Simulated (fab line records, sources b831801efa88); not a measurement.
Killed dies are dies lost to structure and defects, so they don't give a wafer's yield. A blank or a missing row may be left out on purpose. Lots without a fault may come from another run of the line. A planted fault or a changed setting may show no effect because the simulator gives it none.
Which tool did it? | flow gf180mcu | 11 lots, 33 wafers sampled, at 4 steps of a route of 602

WHAT THE GAUGES READ, wafer by wafer
GF_V1_BOW_MEAS_05.
lot  | measured     | on            | V1_BOW (um)
L969 | day 17 10:19 | film_metro-02 | 83 92 88
L970 | day 17 18:29 | film_metro-02 | 83 89 92
L972 | day 18 13:58 | film_metro-01 | 76 88 92
L974 | day 19 09:40 | film_metro-04 | 68 75 83
L976 | day 20 01:40 | film_metro-01 | 87 84 85
L977 | day 20 09:46 | film_metro-02 | 85 80 69
L979 | day 21 09:18 | film_metro-01 | 92 83 90
L980 | day 21 13:28 | film_metro-04 | 72 72 75
L989 | day 24 17:55 | film_metro-01 | 72 73 83
L988 | day 24 20:02 | film_metro-01 | 79 84 107
L991 | day 25 05:16 | film_metro-01 | 84 77 81

WHICH TOOL RAN EACH LOT (tool, then ch and the chambers of the sampled wafers, then the start)
lot  | GF_CONTACT_SPUTTER_23        | GF_M1_SPUTTER_00             | GF_M1_METAL_ETCH_16
L969 | pvd_sputter-02, day 16 09:48 | pvd_sputter-01, day 16 10:25 | rie_metal-04 ch 1, day 17 09:07
L970 | pvd_sputter-04, day 16 16:48 | pvd_sputter-02, day 16 17:31 | rie_metal-04 ch 0,1, day 17 16:46
L972 | pvd_sputter-02, day 17 11:53 | pvd_sputter-03, day 17 12:31 | rie_metal-01 ch 1, day 18 12:40
L974 | pvd_sputter-01, day 18 06:50 | pvd_sputter-01, day 18 07:44 | rie_metal-01 ch 0, day 19 08:22
L976 | pvd_sputter-04, day 18 22:44 | pvd_sputter-02, day 18 23:21 | rie_metal-04 ch 0,1, day 20 00:25
L977 | pvd_sputter-04, day 19 07:21 | pvd_sputter-02, day 19 07:58 | rie_metal-01 ch 0,1, day 20 08:28
L979 | pvd_sputter-04, day 20 07:08 | pvd_sputter-02, day 20 07:46 | rie_metal-04 ch 0,1, day 21 08:04
L980 | pvd_sputter-01, day 20 11:26 | pvd_sputter-02, day 20 12:06 | rie_metal-01 ch 0,1, day 21 12:07
L989 | pvd_sputter-04, day 23 17:30 | pvd_sputter-01, day 23 18:07 | rie_metal-04 ch 0,1, day 24 16:43
L988 | pvd_sputter-02, day 23 19:53 | pvd_sputter-01, day 23 20:31 | rie_metal-02 ch 1, day 24 18:43
L991 | pvd_sputter-01, day 24 05:03 | pvd_sputter-02, day 24 05:40 | rie_metal-04 ch 0,1, day 25 04:04
- GF_CONTACT_SPUTTER_23: material TiN, target thk 10 nm, time 40 s.
- GF_M1_SPUTTER_00: material Ti, target thk 37.5 nm, time 150 s.
- GF_M1_METAL_ETCH_16: etches the open film in Cl2/BCl3, stops on SiO2, target depth 627.5 nm, time 104.6 s.

THE ANSWER, worked out from the rows above alone
Rule: what is usual is taken from the lots themselves. Put in order of their means at a reading, lots are off if they are a third of the lots or fewer, leave a main group of 4 or more, and stand apart from it by a gap of 3 or more times the standard deviation of the main group's means; of several such gaps the widest counts. A main group whose means are all the same, to the digits that the tables above print for the reading, isn't used. A lot without any number at a reading at which 4 lots or more have one is off too. The other lots that the step has rows for count as sound.
No lot is off at any reading shown: from this, nothing can be told.

WHAT THE SIMULATOR HAD PUT IN
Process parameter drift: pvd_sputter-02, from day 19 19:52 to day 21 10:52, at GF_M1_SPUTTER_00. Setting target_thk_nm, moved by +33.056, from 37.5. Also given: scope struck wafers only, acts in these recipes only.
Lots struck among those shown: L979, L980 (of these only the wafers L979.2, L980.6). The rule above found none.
